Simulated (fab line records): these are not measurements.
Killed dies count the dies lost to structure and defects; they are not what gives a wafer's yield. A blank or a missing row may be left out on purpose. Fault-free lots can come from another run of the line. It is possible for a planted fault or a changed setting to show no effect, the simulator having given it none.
Which of the tools did it? || flow sky130 || 39 wafers from 13 lots sampled at 3 of the route's 708 steps

== WHAT EACH GAUGE READ, for each wafer ==
SKY_SONOS_ONO_CD_MEAS_13: target cd 410 nm.
{"lot": "L967", "measured": "day 13 09:23", "on": "cdSem-01", "cdNm (nm)": "408.3 409.9 408.3"}
{"lot": "L968", "measured": "day 13 15:55", "on": "cdSem-01", "cdNm (nm)": "411.2 412.2 412.7"}
{"lot": "L969", "measured": "day 13 15:37", "on": "cdSem-01", "cdNm (nm)": "412.5 409.0 412.6"}
{"lot": "L970", "measured": "day 13 19:45", "on": "cdSem-01", "cdNm (nm)": "410.1 410.5 411.2"}
{"lot": "L971", "measured": "day 14 01:53", "on": "cdSem-01", "cdNm (nm)": "411.9 410.8 411.0"}
{"lot": "L972", "measured": "day 14 11:06", "on": "cdSem-01", "cdNm (nm)": "410.6 409.5 411.2"}
{"lot": "L976", "measured": "day 15 13:19", "on": "cdSem-02", "cdNm (nm)": "408.7 408.4 409.1"}
{"lot": "L979", "measured": "day 16 14:31", "on": "cdSem-02", "cdNm (nm)": "409.1 408.6 409.1"}
{"lot": "L982", "measured": "day 17 10:38", "on": "cdSem-02", "cdNm (nm)": "409.4 412.2 411.7"}
{"lot": "L983", "measured": "day 17 22:22", "on": "cdSem-01", "cdNm (nm)": "413.2 410.4 410.6"}
{"lot": "L984", "measured": "day 18 02:40", "on": "cdSem-02", "cdNm (nm)": "409.5 410.9 409.4"}
{"lot": "L988", "measured": "day 19 21:16", "on": "cdSem-02", "cdNm (nm)": "412.4 411.6 410.4"}
{"lot": "L990", "measured": "day 20 11:41", "on": "cdSem-02", "cdNm (nm)": "409.0 409.2 408.9"}

== WHICH TOOL RAN EACH LOT (tool, then ch and the chambers of the sampled wafers, then the start) ==
{"lot": "L967", "SKY_NWELL_IMPLANT_12": "implanter-01 ch 0, day 4 21:41", "SKY_NWELL_STRIP_14": "plasmaAsher-04 ch 0,1, day 4 21:58"}
{"lot": "L968", "SKY_NWELL_IMPLANT_12": "implanter-01 ch 0, day 5 06:32", "SKY_NWELL_STRIP_14": "plasmaAsher-02 ch 0,1, day 5 06:50"}
{"lot": "L969", "SKY_NWELL_IMPLANT_12": "implanter-01 ch 0, day 5 09:29", "SKY_NWELL_STRIP_14": "plasmaAsher-02 ch 0,1, day 5 09:47"}
{"lot": "L970", "SKY_NWELL_IMPLANT_12": "implanter-02 ch 0, day 5 11:42", "SKY_NWELL_STRIP_14": "plasmaAsher-01 ch 0,1, day 5 11:59"}
{"lot": "L971", "SKY_NWELL_IMPLANT_12": "implanter-03 ch 0, day 5 17:11", "SKY_NWELL_STRIP_14": "plasmaAsher-01 ch 1, day 5 17:28"}
{"lot": "L972", "SKY_NWELL_IMPLANT_12": "implanter-02 ch 0, day 6 01:12", "SKY_NWELL_STRIP_14": "plasmaAsher-01 ch 0,1, day 6 01:29"}
{"lot": "L976", "SKY_NWELL_IMPLANT_12": "implanter-02 ch 0, day 6 18:08", "SKY_NWELL_STRIP_14": "plasmaAsher-01 ch 0,1, day 6 18:26"}
{"lot": "L979", "SKY_NWELL_IMPLANT_12": "implanter-02 ch 0, day 7 12:13", "SKY_NWELL_STRIP_14": "plasmaAsher-01 ch 0,1, day 7 12:31"}
{"lot": "L982", "SKY_NWELL_IMPLANT_12": "implanter-03 ch 0, day 8 03:55", "SKY_NWELL_STRIP_14": "plasmaAsher-04 ch 0,1, day 8 04:11"}
{"lot": "L983", "SKY_NWELL_IMPLANT_12": "implanter-03 ch 0, day 8 10:07", "SKY_NWELL_STRIP_14": "plasmaAsher-04 ch 0,1, day 8 10:25"}
{"lot": "L984", "SKY_NWELL_IMPLANT_12": "implanter-03 ch 0, day 8 15:32", "SKY_NWELL_STRIP_14": "plasmaAsher-04 ch 0,1, day 8 15:49"}
{"lot": "L988", "SKY_NWELL_IMPLANT_12": "implanter-02 ch 0, day 9 18:56", "SKY_NWELL_STRIP_14": "plasmaAsher-02 ch 0,1, day 9 19:13"}
{"lot": "L990", "SKY_NWELL_IMPLANT_12": "implanter-02 ch 0, day 10 04:27", "SKY_NWELL_STRIP_14": "plasmaAsher-04 ch 1, day 10 04:45"}
- SKY_NWELL_IMPLANT_12
- SKY_NWELL_STRIP_14: strips in O2/N2.

== WHAT THE TOOLS THEMSELVES READ (means of the sampled wafers that have a number; where no wafer has one, the mark that the record gives instead) ==
SKY_NWELL_IMPLANT_12.
{"lot": "L967", "tool": "implanter-01", "beamEnergyKeV": 120.01, "endStationPressureTorr (Torr)": 4.71e-06}
{"lot": "L968", "tool": "implanter-01", "beamEnergyKeV": 120.05, "endStationPressureTorr (Torr)": 5.20e-06}
{"lot": "L969", "tool": "implanter-01", "beamEnergyKeV": 119.99, "endStationPressureTorr (Torr)": 4.72e-06}
{"lot": "L970", "tool": "implanter-02", "beamEnergyKeV": 119.99, "endStationPressureTorr (Torr)": 5.13e-06}
{"lot": "L971", "tool": "implanter-03", "beamEnergyKeV": 120.02, "endStationPressureTorr (Torr)": 4.90e-06}
{"lot": "L972", "tool": "implanter-02", "beamEnergyKeV": 119.93, "endStationPressureTorr (Torr)": 4.85e-06}
{"lot": "L976", "tool": "implanter-02", "beamEnergyKeV": 120.03, "endStationPressureTorr (Torr)": 4.75e-06}
{"lot": "L979", "tool": "implanter-02", "beamEnergyKeV": 120.00, "endStationPressureTorr (Torr)": 4.98e-06}
{"lot": "L982", "tool": "implanter-03", "beamEnergyKeV": 120.01, "endStationPressureTorr (Torr)": 5.23e-06}
{"lot": "L983", "tool": "implanter-03", "beamEnergyKeV": 120.00, "endStationPressureTorr (Torr)": 5.08e-06}
{"lot": "L984", "tool": "implanter-03", "beamEnergyKeV": 120.02, "endStationPressureTorr (Torr)": 4.97e-06}
{"lot": "L988", "tool": "implanter-02", "beamEnergyKeV": 111.75, "endStationPressureTorr (Torr)": 4.96e-06}
{"lot": "L990", "tool": "implanter-02", "beamEnergyKeV": 111.72, "endStationPressureTorr (Torr)": 5.08e-06}

SKY_NWELL_STRIP_14.
{"lot": "L967", "tool": "plasmaAsher-04", "drypumpMotorCurrentA (A)": 5.8, "oesProductAu (a.u.)": 0.722, "stripTimeToEndpointS (s)": 36.89}
{"lot": "L968", "tool": "plasmaAsher-02", "drypumpMotorCurrentA (A)": 5.7, "oesProductAu (a.u.)": 0.724, "stripTimeToEndpointS (s)": 36.88}
{"lot": "L969", "tool": "plasmaAsher-02", "drypumpMotorCurrentA (A)": 5.7, "oesProductAu (a.u.)": 0.724, "stripTimeToEndpointS (s)": 36.96}
{"lot": "L970", "tool": "plasmaAsher-01", "drypumpMotorCurrentA (A)": 6.4, "oesProductAu (a.u.)": 0.718, "stripTimeToEndpointS (s)": 36.98}
{"lot": "L971", "tool": "plasmaAsher-01", "drypumpMotorCurrentA (A)": 6.7, "oesProductAu (a.u.)": 0.722, "stripTimeToEndpointS (s)": 36.91}
{"lot": "L972", "tool": "plasmaAsher-01", "drypumpMotorCurrentA (A)": 6.0, "oesProductAu (a.u.)": 0.721, "stripTimeToEndpointS (s)": 36.79}
{"lot": "L976", "tool": "plasmaAsher-01", "drypumpMotorCurrentA (A)": 6.0, "oesProductAu (a.u.)": 0.722, "stripTimeToEndpointS (s)": 37.04}
{"lot": "L979", "tool": "plasmaAsher-01", "drypumpMotorCurrentA (A)": 6.0, "oesProductAu (a.u.)": 0.721, "stripTimeToEndpointS (s)": 36.84}
{"lot": "L982", "tool": "plasmaAsher-04", "drypumpMotorCurrentA (A)": 5.7, "oesProductAu (a.u.)": 0.721, "stripTimeToEndpointS (s)": 36.83}
{"lot": "L983", "tool": "plasmaAsher-04", "drypumpMotorCurrentA (A)": 5.8, "oesProductAu (a.u.)": 0.721, "stripTimeToEndpointS (s)": 36.66}
{"lot": "L984", "tool": "plasmaAsher-04", "drypumpMotorCurrentA (A)": 5.8, "oesProductAu (a.u.)": 0.724, "stripTimeToEndpointS (s)": 36.94}
{"lot": "L988", "tool": "plasmaAsher-02", "drypumpMotorCurrentA (A)": 5.3, "oesProductAu (a.u.)": 0.718, "stripTimeToEndpointS (s)": 36.97}
{"lot": "L990", "tool": "plasmaAsher-04", "drypumpMotorCurrentA (A)": 5.6, "oesProductAu (a.u.)": 0.722, "stripTimeToEndpointS (s)": 36.91}

== THE ANSWER, worked out from the rows above alone ==
Rule: the lots themselves supply what counts as usual. The widest of any qualifying gaps counts: lots, ordered by their means at a reading, are off when they make up no more than a third of the lots, leave a main group of 4 or more, and stand apart from it by 3 or more times the standard deviation of that group's means. A main group is skipped when, at the precision printed for the reading in the tables above, its means are all equal. A lot without any number at a reading at which 4 lots or more have one is off too. Where the step has rows for the other lots, those lots are counted as sound. First the gauges in route order, then the tools' own readings, where a lot's mean is used as printed above. The first step at which some lot is off is used, and at that step the reading that is off furthest; a lot without a number counts as furthest.
Off: L988, L990, at SKY_NWELL_IMPLANT_12 (beamEnergyKeV). Mean 120.00 and standard deviation 0.029 in the main group.
If a tool, at that step or one of the process steps before it, ran each lot that is off and ran no sound lot following the first of them, it fits. One candidate fits, namely implanter-02 at SKY_NWELL_IMPLANT_12. A fault onset in the window from L979 (day 7 12:13, its last sound lot) to L988 (day 9 18:56, its first lot off) fits.
On the lots that are off, the tool's own readings at SKY_NWELL_IMPLANT_12 differ by more than 5 times the standard deviation of the sound lots' means, which bears it out; beamEnergyKeV reads 111.73 there versus 120.00 on the sound lots.

== WHAT WAS PUT IN BY THE SIMULATOR ==
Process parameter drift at SKY_NWELL_IMPLANT_12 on implanter-02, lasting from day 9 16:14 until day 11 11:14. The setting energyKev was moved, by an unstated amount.
Struck lots among those shown: L988, L990. This agrees with what the rule above found.
